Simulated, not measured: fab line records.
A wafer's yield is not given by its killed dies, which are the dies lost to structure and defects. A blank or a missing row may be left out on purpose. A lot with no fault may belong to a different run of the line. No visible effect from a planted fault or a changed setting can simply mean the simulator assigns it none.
Matching of chambers | flow gf180mcu | 4 sister chambers for GF_V1_CMP_04 on cmp-02
The step polishes SiO2. 14 wafers are shown with their chamber, then 7 later ones without.

== WAFERS WITH THEIR CHAMBER ==
wafer  | chamber | motor current A (A) | time to endpoint s (s) | slurry filter dp kPa (kPa)
L210.2 | 1       | 12.2                | 77                     | 13.67
L210.3 | 2       | 13.7                | 75                     | 13.40
L210.5 | 1       | 12.3                | 82                     | 13.54
L213.2 | 2       | 13.9                | 59                     | 13.33
L213.3 | 0       | 12.0                | 76                     | 13.42
L213.4 | 3       | 13.4                | 74                     | 13.44
L214.1 | 1       | 13.0                | 73                     | 13.37
L214.4 | 0       | 11.4                | 87                     | 13.51
L214.6 | 1       | 11.5                | 79                     | 13.22
L216.1 | 1       | 12.1                | 81                     | 13.39
L216.5 | 3       | 13.9                | 79                     | 13.12
L216.6 | 2       | 13.8                | 70                     | 13.70
L223.2 | 3       | 13.7                | 78                     | 13.36
L223.4 | 0       | 11.1                | 84                     | 13.33

SIGNATURES (averages over the wafers above)
reading              | chamber 0 | chamber 1 | chamber 2 | chamber 3 | scatter within a chamber
motor current A      | 11.500    | 12.220    | 13.800    | 13.667    | 0.414
time to endpoint s   | 82.33     | 78.40     | 68.00     | 77.00     | 5.14
slurry filter dp kPa | 13.4200   | 13.4380   | 13.4767   | 13.3067   | 0.164
Rule: a wafer's distance from a chamber is the root of the sum, over the readings, of the square of ((its reading less the chamber's mean) divided by the reading's scatter). The wafer belongs to the nearest chamber; if the next one is less than 2 further off, it can't be placed. The scatter is the square root of a quotient: the sum, over the shown wafers, of each reading's squared deviation from its chamber's mean, divided by wafers minus chambers.

== WAFERS WITHOUT THEIR CHAMBER ==
wafer  | motor current A (A) | time to endpoint s (s) | slurry filter dp kPa (kPa)
L223.5 | 12.2                | 83                     | 13.54
L225.3 | 11.4                | 71                     | 13.31
L225.5 | 12.2                | 77                     | 13.37
L225.6 | 11.8                | 81                     | 13.70
L229.2 | 13.8                | 84                     | 13.71
L229.4 | 12.0                | 82                     | 13.50
L229.6 | 11.7                | 87                     | 13.72

== WHICH CHAMBER EACH ONE RAN IN ==
wafer  | from the rows above          | in truth
L223.5 | can't be placed: 1 or 0      | 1
L225.3 | can't be placed: 0 or 1      | 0
L225.5 | can't be placed: 1 or 0      | 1
L225.6 | can't be placed: 0 or 1      | 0
L229.2 | can't be placed: 3 or 2 or 1 | 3
L229.4 | can't be placed: 1 or 0      | 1
L229.6 | can't be placed: 0 or 1      | 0
Correctly placed: 0 of 7. Can't be placed from these rows: 7 (the true chamber is among the candidates in 7). Number placed wrongly: 0.
